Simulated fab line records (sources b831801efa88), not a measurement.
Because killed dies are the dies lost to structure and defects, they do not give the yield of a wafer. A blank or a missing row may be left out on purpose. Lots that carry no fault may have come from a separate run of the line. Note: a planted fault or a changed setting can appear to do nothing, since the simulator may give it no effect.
fab line records ; flow sky130
[record] lots = 6; wafers = 18; lastDay = 50
route steps=708 shown METAL3@536 CAPM@537
lots with no fault: from the same line, run without faults
startH: the number of hours between the record's first day and the start of the first shown wafer of the lot ; waitH: hours from the lot's prior step to this one ; " the same as in the row above ; L1.1+2: a row that stands for several wafers ; - either no value or no given start ; * or withheld: withheld ; < > ~ a bound
route shown NAME@n: a module of which the file shows steps, and the number in the route of the first ; usual: mean/standard deviation taken from wafers without a fault ; same: alike in all rows ; chamber/n: place in a boat ; sites: readings site by site ; _std_site: how widely they spread, as a standard deviation ; _edge_site: inner sites' mean taken away from outer sites' mean ; radiusMm: for every site, how far away it sits from the centre of the wafer ; mask NAME#n: copy n ; behind: the tool/chamber that last shaped the wafer ; hold: why the lot was held/for how many hours/how that ended ; device: the n, p or np transistor that did not switch ; end of line: tests of these same wafers at the route's end ; a step without rows: its recipe alone ; killed: count of dies lost to structure and defects at first sort (not the wafer's yield) ; map: a wafer's dies, x killed, . not, _ none there
set.NAME: setting as actually run; set.NAME@STEP: the setting as run at that earlier step ; model.NAME: the simulator's own value behind a step, which no gauge read
lots seen at some steps along the route; tables by step, rows by wafer
services: when a tool's chamber went out of use (startH, in hours from the record's first day, below 0 if earlier), for how many hours, and the reason
[[steps]]
[step SKY_METAL3_SPUTTER_04]
[recipe] material = TiN; targetThkNm = 70; powerW = 6500; timeS = 58.3; chamberPressurePa = 0.4
[usual] chamberPressurePa = 0.4001/0.00078; throttleValvePct = 30.1/1.4
lot.wafer;tool;chamber;startH;waitH;chamberPressurePa;throttleValvePct
L899.4;pvdSputter-04;-;926.12;0.0;0.4014;32.4
L899.5;pvdSputter-04;-;926.12;0.0;0.3994;27.5
L899.6;pvdSputter-04;-;926.12;0.0;0.4003;29.0
L901.3;pvdSputter-01;-;941.01;0.0;0.4001;30.0
L901.4;pvdSputter-01;-;941.01;0.0;0.4009;31.0
L901.5;pvdSputter-01;-;941.01;0.0;0.4009;31.0
L904.1;pvdSputter-01;-;959.37;0.0;0.3994;30.8
L904.2;pvdSputter-01;-;959.37;0.0;0.3995;29.8
L904.5;pvdSputter-01;-;959.37;0.0;0.4007;30.9
L905.1;pvdSputter-02;-;972.46;0.0;0.3997;29.2
L905.4;pvdSputter-02;-;972.46;0.0;0.3998;31.4
L905.6;pvdSputter-02;-;972.46;0.0;0.4005;31.4
L912.3;pvdSputter-04;-;1010.08;0.0;0.4009;29.1
L912.4;pvdSputter-04;-;1010.08;0.0;0.4006;32.5
L912.6;pvdSputter-04;-;1010.08;0.0;0.4010;29.1
L913.3;pvdSputter-02;-;1016.99;0.0;0.4006;30.4
L913.5;pvdSputter-02;-;1016.99;0.0;0.4008;30.4
L913.6;pvdSputter-02;-;1016.99;0.0;0.4002;31.5
[step SKY_CAPM_CVD_00]
[recipe] material = SiO2; targetThkNm = 15.5; tempC = 400; timeS = withheld; rfW = 450
[usual] heaterPowerW = 741/75
lot.wafer;tool;chamber;startH;waitH;heaterPowerW
L899.4;pecvd-01;0;926.18;0.0;808
L899.5;pecvd-01;2;926.18;0.0;658
L899.6;pecvd-01;1;926.18;0.0;851
L901.3;pecvd-02;0;941.06;0.0;737
L901.4;pecvd-02;0;941.06;0.0;747
L901.5;pecvd-02;2;941.06;0.0;654
L904.1;pecvd-02;0;959.42;0.0;758
L904.2;pecvd-02;2;959.42;0.0;602
L904.5;pecvd-02;2;959.42;0.0;604
L905.1;pecvd-03;1;972.51;0.0;667
L905.4;pecvd-03;0;972.51;0.0;658
L905.6;pecvd-03;2;972.51;0.0;810
L912.3;pecvd-02;0;1010.12;0.0;782
L912.4;pecvd-02;2;1010.12;0.0;681
L912.6;pecvd-02;1;1010.12;0.0;793
L913.3;pecvd-03;0;1017.05;0.0;718
L913.5;pecvd-03;1;1017.05;0.0;620
L913.6;pecvd-03;0;1017.05;0.0;718
[step SKY_CAPM_THK_MEAS_01]
[recipe] reads = SiO2_of_CAPM_CVD_00
[usual] CAPM_CVD_00_THK = 15.52/0.24
lot.wafer;tool;chamber;startH;waitH;CAPM_CVD_00_THK[nm]
L899.4;filmMetro-04;-;926.22;-;15.64
L899.5;filmMetro-04;-;926.22;-;15.56
L899.6;filmMetro-04;-;926.22;-;15.32
L901.3;filmMetro-01;-;941.10;-;15.61
L901.4;filmMetro-01;-;941.10;-;15.82
L901.5;filmMetro-01;-;941.10;-;15.74
L904.1;filmMetro-01;-;959.44;-;15.57
L904.2;filmMetro-01;-;959.44;-;15.75
L904.5;filmMetro-01;-;959.44;-;15.85
L905.1;filmMetro-04;-;972.53;-;15.50
L905.4;filmMetro-04;-;972.53;-;15.53
L905.6;filmMetro-04;-;972.53;-;15.61
L912.3;filmMetro-01;-;1010.17;-;15.60
L912.4;filmMetro-01;-;1010.17;-;15.79
L912.6;filmMetro-01;-;1010.17;-;15.60
L913.3;filmMetro-03;-;1017.09;-;15.22
L913.5;filmMetro-03;-;1017.09;-;15.52
L913.6;filmMetro-03;-;1017.09;-;15.52
[step SKY_CAPM_SPUTTER_02]
[recipe] material = TiN; targetThkNm = 200; tempC = 300; powerW = 6500; timeS = 166.7; chamberPressurePa = 0.4
[usual] chamberPressurePa = 0.4000/0.00086; throttleValvePct = 30.4/0.74
lot.wafer;tool;chamber;startH;waitH;chamberPressurePa;throttleValvePct
L899.4;pvdSputter-03;-;926.25;0.0;0.3988;30.4
L899.5;pvdSputter-03;-;926.25;0.0;0.3996;29.9
L899.6;pvdSputter-03;-;926.25;0.0;0.4003;30.2
L901.3;pvdSputter-03;-;941.14;0.0;0.3992;29.6
L901.4;pvdSputter-03;-;941.14;0.0;0.4004;30.1
L901.5;pvdSputter-03;-;941.14;0.0;0.4001;29.6
L904.1;pvdSputter-02;-;959.50;0.1;0.3999;31.5
L904.2;pvdSputter-02;-;959.50;0.1;0.4010;31.5
L904.5;pvdSputter-02;-;959.50;0.1;0.3998;31.3
L905.1;pvdSputter-03;-;972.59;0.1;0.4004;31.3
L905.4;pvdSputter-03;-;972.59;0.1;0.3999;30.4
L905.6;pvdSputter-03;-;972.59;0.1;0.4010;29.9
L912.3;pvdSputter-02;-;1010.21;0.0;0.4002;31.4
L912.4;pvdSputter-02;-;1010.21;0.0;0.4020;29.1
L912.6;pvdSputter-02;-;1010.21;0.0;0.3994;31.5
L913.3;pvdSputter-01;-;1017.13;0.0;0.4004;31.3
L913.5;pvdSputter-01;-;1017.13;0.0;0.3994;29.7
L913.6;pvdSputter-01;-;1017.13;0.0;0.3994;31.1
[step SKY_CAPM_RS_MEAS_03]
[recipe] thkMeasGauge = four-point-probe; reads = TiN_of_CAPM_SPUTTER_02
[usual] CAPM_TIN_RS = 6.87/0.095
lot.wafer;tool;chamber;startH;waitH;CAPM_TIN_RS[ohm/sq]
L899.4;filmMetro-01;-;926.42;0.1;6.80
L899.5;filmMetro-01;-;926.42;0.1;6.89
L899.6;filmMetro-01;-;926.42;0.1;6.85
L901.3;filmMetro-04;-;941.29;0.1;6.89
L901.4;filmMetro-04;-;941.29;0.1;6.80
L901.5;filmMetro-04;-;941.29;0.1;6.92
L904.1;filmMetro-04;-;959.61;0.1;6.81
L904.2;filmMetro-04;-;959.61;0.1;6.88
L904.5;filmMetro-04;-;959.61;0.1;6.82
L905.1;filmMetro-01;-;972.70;0.1;7.01
L905.4;filmMetro-01;-;972.70;0.1;6.84
L905.6;filmMetro-01;-;972.70;0.1;7.00
L912.3;filmMetro-04;-;1010.37;0.1;7.04
L912.4;filmMetro-04;-;1010.37;0.1;6.99
L912.6;filmMetro-04;-;1010.37;0.1;6.95
L913.3;filmMetro-01;-;1017.28;0.1;6.90
L913.5;filmMetro-01;-;1017.28;0.1;6.74
L913.6;filmMetro-01;-;1017.28;0.1;6.82
[step SKY_CAPM_THK_MEAS_04]
[recipe] thkMeasGauge = xrf; reads = TiN_of_CAPM_SPUTTER_02
[usual] CAPM_TIN_THK = 199.7/2.7
lot.wafer;tool;chamber;startH;waitH;CAPM_TIN_THK[nm]
L899.4;filmMetro-01;-;926.51;0.1;202.9
L899.5;filmMetro-01;-;926.51;0.1;199.1
L899.6;filmMetro-01;-;926.51;0.1;200.8
L901.3;filmMetro-04;-;941.39;0.1;199.9
L901.4;filmMetro-04;-;941.39;0.1;202.1
L901.5;filmMetro-04;-;941.39;0.1;198.2
L904.1;filmMetro-04;-;959.73;0.1;202.0
L904.2;filmMetro-04;-;959.73;0.1;200.6
L904.5;filmMetro-04;-;959.73;0.1;201.6
L905.1;filmMetro-01;-;972.82;0.1;197.1
L905.4;filmMetro-01;-;972.82;0.1;201.6
L905.6;filmMetro-01;-;972.82;0.1;198.3
L912.3;filmMetro-04;-;1010.47;0.1;195.8
L912.4;filmMetro-04;-;1010.47;0.1;197.1
L912.6;filmMetro-04;-;1010.47;0.1;197.7
L913.3;filmMetro-01;-;1017.38;0.1;200.9
L913.5;filmMetro-01;-;1017.38;0.1;204.9
L913.6;filmMetro-01;-;1017.38;0.1;202.3
[step SKY_CAPM_DEHYDRATE_05]
[recipe] tempC = 200; timeS = 60
[step SKY_CAPM_HMDS_06]
[recipe] primeTimeS = 60; primeTempC = 120
[step SKY_CAPM_COAT_07]
[recipe] resist = NOVOLAK; spinRpm = 3000; resistThkNm = 1140
[step SKY_CAPM_SOFTBAKE_08]
[recipe] tempC = 90; timeS = 60; resist = NOVOLAK
[step SKY_CAPM_EXPOSE_09]
[recipe] maskId = CAPM; na = 0.6; sourceShape = conventional; sigmaOuter = 0.6; polarization = unpolarized; targetCdNm = 1000; doseMj = 159
[step SKY_CAPM_PEB_10]
[recipe] tempC = withheld; timeS = *; resist = NOVOLAK
[step SKY_CAPM_DEVELOP_11]
[recipe] resist = NOVOLAK; developer = TMAH; developTimeS = 60; devTempC = 23
[usual] chillPlateTempC = 23.03/0.1; developTimeS = 60/0
lot.wafer;tool;chamber;startH;waitH;chillPlateTempC;developTimeS
L899.4;lithoTrack-02;0;951.12;0.1;22.94;60
L899.5;lithoTrack-02;0;951.12;0.1;23.24;60
L899.6;lithoTrack-02;0;951.12;0.1;22.84;60
L901.3;lithoTrack-01;0;964.99;0.1;22.85;60
L901.4;lithoTrack-01;0;964.99;0.1;23.00;60
L901.5;lithoTrack-01;0;964.99;0.1;22.97;60
L904.1;lithoTrack-02;-;984.04;0.1;-;-
L904.2;lithoTrack-02;-;984.04;0.1;-;-
L904.5;lithoTrack-02;-;984.04;0.1;-;-
L905.1;lithoTrack-02;-;996.14;0.1;-;-
L905.4;lithoTrack-02;-;996.14;0.1;-;-
L905.6;lithoTrack-02;-;996.14;0.1;-;-
L912.3;lithoTrack-03;0;1032.52;0.1;23.13;60
L912.4;lithoTrack-03;0;1032.52;0.1;23.15;60
L912.6;lithoTrack-03;0;1032.52;0.1;23.05;60
L913.3;lithoTrack-01;0;1039.39;0.1;22.98;60
L913.5;lithoTrack-01;0;1039.39;0.1;22.99;60
L913.6;lithoTrack-01;0;1039.39;0.1;22.90;60
[step SKY_CAPM_OVL_MEAS_12]
[usual] CAPM_OVL = 1.2/1.3
lot.wafer;tool;chamber;startH;waitH;CAPM_OVL[nm]
L899.4;overlay-01;-;951.21;0.1;0.7
L899.5;overlay-01;-;951.21;0.1;1.7
L899.6;overlay-01;-;951.21;0.1;0.2
L901.3;overlay-01;-;965.10;0.1;1.6
L901.4;overlay-01;-;965.10;0.1;0.9
L901.5;overlay-01;-;965.10;0.1;0.7
L904.1;overlay-02;-;984.19;0.1;-
L904.2;overlay-02;-;984.19;0.1;-
L904.5;overlay-02;-;984.19;0.1;-
L905.1;overlay-01;-;996.29;0.1;-
L905.4;overlay-01;-;996.29;0.1;-
L905.6;overlay-01;-;996.29;0.1;-
L912.3;overlay-02;-;1032.63;0.1;-0.5
L912.4;overlay-02;-;1032.63;0.1;2.0
L912.6;overlay-02;-;1032.63;0.1;0.7
L913.3;overlay-01;-;1039.50;0.1;3.0
L913.5;overlay-01;-;1039.50;0.1;1.3
L913.6;overlay-01;-;1039.50;0.1;2.5
[[services]]
tool;chamber;startH;hours;kind
pvdSputter-02;-;902.18;57.1;repair
pecvd-02;2;902.98;6.7;repair
pecvd-02;1;905.19;5.5;scheduledDown
pecvd-03;0;924.10;2.1;scheduledDown
pecvd-03;1;927.02;15.6;repair
pvdSputter-04;-;935.92;1.0;repair
pecvd-02;2;942.72;2.1;scheduledDown
pvdSputter-02;-;949.78;5.9;repair
pecvd-02;0;950.60;2.1;scheduledDown
pecvd-01;2;953.45;14.2;repair
pvdSputter-03;-;961.68;3.2;repair
pecvd-01;2;967.64;2.1;scheduledDown
pvdSputter-03;-;996.32;3.9;repair
pecvd-02;2;1003.34;6.2;repair
pecvd-02;-;1004.72;1.4;repair
pvdSputter-03;-;1021.40;2.0;repair
pvdSputter-01;-;1031.02;10.1;repair
[[key]]
[firstSign] step = SKY_CAPM_DEVELOP_11; reading = toolRecord; direction = missing
effect none on later readings
metAt SKY_CAPM_DEVELOP_11
struckWafers L904.1,L904.2,L904.5,L905.1,L905.4,L905.6
laterRowsLeftOut L904.1,L904.2,L904.5,L905.1,L905.4,L905.6
sortLeftOut L904.1,L904.2,L904.5,L905.1,L905.4,L905.6
onsetBetween 951.12 984.04
[fault] kind = skippedStepWhole; tool = lithoTrack-02; chamber = -; onsetH = 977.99; steps = SKY_CAPM_DEVELOP_11; scope = struckLotsOnly
// sortLeftOut: the simulated sort isn't trusted on such a fault, so these wafers' sort isn't shown, and their yield isn't known
// laterRowsLeftOut: the simulator's readings of these wafers behind a module that went badly wrong aren't trusted and aren't shown, but for the sort
